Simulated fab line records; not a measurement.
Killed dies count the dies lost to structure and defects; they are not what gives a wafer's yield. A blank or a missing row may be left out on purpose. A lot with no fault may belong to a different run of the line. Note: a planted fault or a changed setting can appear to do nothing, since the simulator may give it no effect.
Comparing a struck lot with a sound one || flow sky130 || 23 steps out of a route of 708
Sound: the wafers L214.2, L214.3, L214.5. Wafers L228.1, L228.3, L228.4 were the ones struck. The cause is given at the end.
Order at every step that has rows: each side's tool, ch and its chambers, its first start. Under that, the readings that differ: sound wafers || struck wafers || difference of the means || sigmas: that difference in standard deviations of wafers without a fault.
alike: words and numbers the same on both sides, and readings whose means are apart by under 2 such deviations; not compared: readings that were withheld, readings missing a value for some wafer, numbers with overlapping values and no deviation given by the record, and bounds like >300 which may hide the same value.
A row with sigmas, a row that says differs or no value, or rows on one side alone: a step with any of these is where the two part. When numbers do not overlap yet have no deviation, they are printed without sigmas and do not part them. A reading missing from all wafers of one side parts the sides only when that side holds two or more wafers.

first, 1 step without rows for these wafers: SKY_CAP2M_DEVELOP_11 (develop time 60 s).
SKY_CAP2M_OVL_MEAS_12:
  sound: overlay-01 at day 40 20:08; struck: overlay-01 at day 44 18:39
  alike: CAP2M_OVL
SKY_CAP2M_METAL_ETCH_13: etches TiN in Cl2/BCl3, stops on SiO2, target depth 220 nm, time 62.9 s.
  sound on rie metal-04 ch 0,1, day 40 20:10; struck on rie metal-01 ch 0,1, day 44 18:41
  alike: drypump motor current A, oes product au, throttle valve pct
  not compared: rf hours counter h
SKY_CAP2M_STRIP_14: strips in O2/N2.
  sound on plasma asher-03 ch 1, day 40 20:14; struck on plasma asher-04 ch 0,1, day 44 18:46
  alike: drypump motor current A, n2 flow sccm, oes product au, strip time to endpoint s
  not compared: rf hours counter h
then, 8 steps without rows for these wafers: SKY_CAP2M_STRIP_15 (strips in post etch residue remover, time 1200 s); SKY_CAP2M_CLEAN_16 (cleans in IPA, time 180 s); SKY_CAP2M_CLEAN_17 (cleans in O3/DIW); SKY_METAL4_DEHYDRATE_05 (time 60 s); SKY_METAL4_HMDS_06 (prime time 60 s); SKY_METAL4_COAT_07 (resist thk 60 nm); SKY_METAL4_COAT_08 (resist thk 1140 nm); SKY_METAL4_SOFTBAKE_09 (time 90 s).
SKY_METAL4_EXPOSE_10: exposes mask MM4, target cd 300 nm.
  sound on krf scanner-01 ch 0, day 41 10:20; struck on krf scanner-01 ch 0, day 45 05:35
{"reading": "exposure dose mJ cm2", "sound": "28.074 27.988 28.019", "struck": "25.573 25.565 25.563", "difference": -2.460, "sigmas": -88}
  alike: mask
then, 2 steps without rows for these wafers: SKY_METAL4_PEB_11; SKY_METAL4_DEVELOP_12 (develop time 60 s).
SKY_METAL4_CD_MEAS_13: the cd target is 300 nm.
  sound: cd sem-02 at day 41 21:28; struck: cd sem-02 at day 45 16:21
{"reading": "cd nm (nm)", "sound": "300.1 300.7 301.4", "struck": "314.7 317.0 314.7", "difference": "+14.7", "sigmas": "+11"}
SKY_METAL4_OVL_MEAS_14:
  sound: overlay-02 at day 41 21:34; struck: overlay-02 at day 45 16:28
  alike: METAL4_OVL
SKY_METAL4_DESCUM_15: chemistry O2, time 8 s.
  sound on rie metal-01 ch 0,1, day 41 21:36; struck on rie metal-03 ch 0,1, day 45 16:30
{"reading": "model.METAL4.cd nm (nm)", "sound": "299.5 300.4 301", "struck": "314.5 316.3 314.3", "difference": "+14.7", "sigmas": ""}
  alike: drypump motor current A, oes product au
  not compared: rf hours counter h
SKY_METAL4_ETCH_16: etches BARC in N2/H2, stops on SiO2, time 88.2 s, target depth 60 nm.
  sound on rie metal-01 ch 0,1, day 41 21:38; struck on rie metal-03 ch 0,1, day 45 16:32
  alike: drypump motor current A, n2 flow sccm, oes product au, throttle valve pct
  not compared: rf hours counter h
SKY_METAL4_ETCH_17: etches SiO2 in C4F8/O2/Ar, stops on TiN, time 3.9 s, target depth 15 nm.
  sound on rie diel-02 ch 0,1,2, day 41 21:44; struck on rie diel-02 ch 0,1,3, day 45 16:38
  alike: oes product au
  not compared: rf hours counter h
SKY_METAL4_METAL_ETCH_18: etches the open film in Cl2/BCl3, stops on SiO2, target depth 845 nm, time 183.1 s.
  sound on rie metal-03 ch 0,1, day 41 21:45; struck on rie metal-01 ch 0,1, day 45 16:39
{"reading": "model.METAL4.cd nm (nm)", "sound": "296 302.9 292.9", "struck": "312.8 312.4 315.4", "difference": "+16.3", "sigmas": ""}
  alike: drypump motor current A, oes product au, throttle valve pct
  not compared: rf hours counter h
SKY_METAL4_STRIP_19: strips in O2/N2.
  sound on plasma asher-04 ch 0,1, day 41 21:56; struck on plasma asher-01 ch 0,1, day 45 16:50
  alike: drypump motor current A, n2 flow sccm, oes product au, strip time to endpoint s
  not compared: rf hours counter h
-- the record jumps here: 4 days lie between the struck wafers' starts before and after (it left off in module METAL4 and takes up again in module PAD_OPEN, whose first step shown is number 708 of the route) --
SKY_PAD_OPEN_PROBE_99:
  sound: prober-01 at day 45 21:52; struck: prober-01 at day 49 05:01
{"reading": "model.etest.met4.width nm (nm)", "sound": "298.9 305.5 293", "struck": "316.2 312.7 311.9", "difference": "+14.5", "sigmas": ""}
{"reading": "model.etest.met4.line ohm um", "sound": "0.1438 0.1407 0.1454", "struck": "0.1326 0.1336 0.1321", "difference": -0.0105, "sigmas": ""}
  alike: defect limited yield, killed_at_M0_to_M3, killed_at_M4_up, killed at contacts, killed at front end, killed at other, killed dies, killed open, killed short, sort_bin_3_pad_short, sort_bin_5_function, sort_bin_6_memory, sort n pass, sort yield pct

WHERE THEY PART
First at SKY_METAL4_EXPOSE_10; last, within this record, at SKY_METAL4_CD_MEAS_13. Later steps at which nothing parts them and some readings are alike: SKY_METAL4_OVL_MEAS_14, SKY_METAL4_DESCUM_15, SKY_METAL4_ETCH_16, SKY_METAL4_ETCH_17, SKY_METAL4_METAL_ETCH_18, SKY_METAL4_STRIP_19, SKY_PAD_OPEN_PROBE_99.

WHY: what had been put in by the simulator
Drift in process parameters on krf scanner-01 at SKY_METAL4_EXPOSE_10, starting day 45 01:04. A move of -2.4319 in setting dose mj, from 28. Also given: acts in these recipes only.
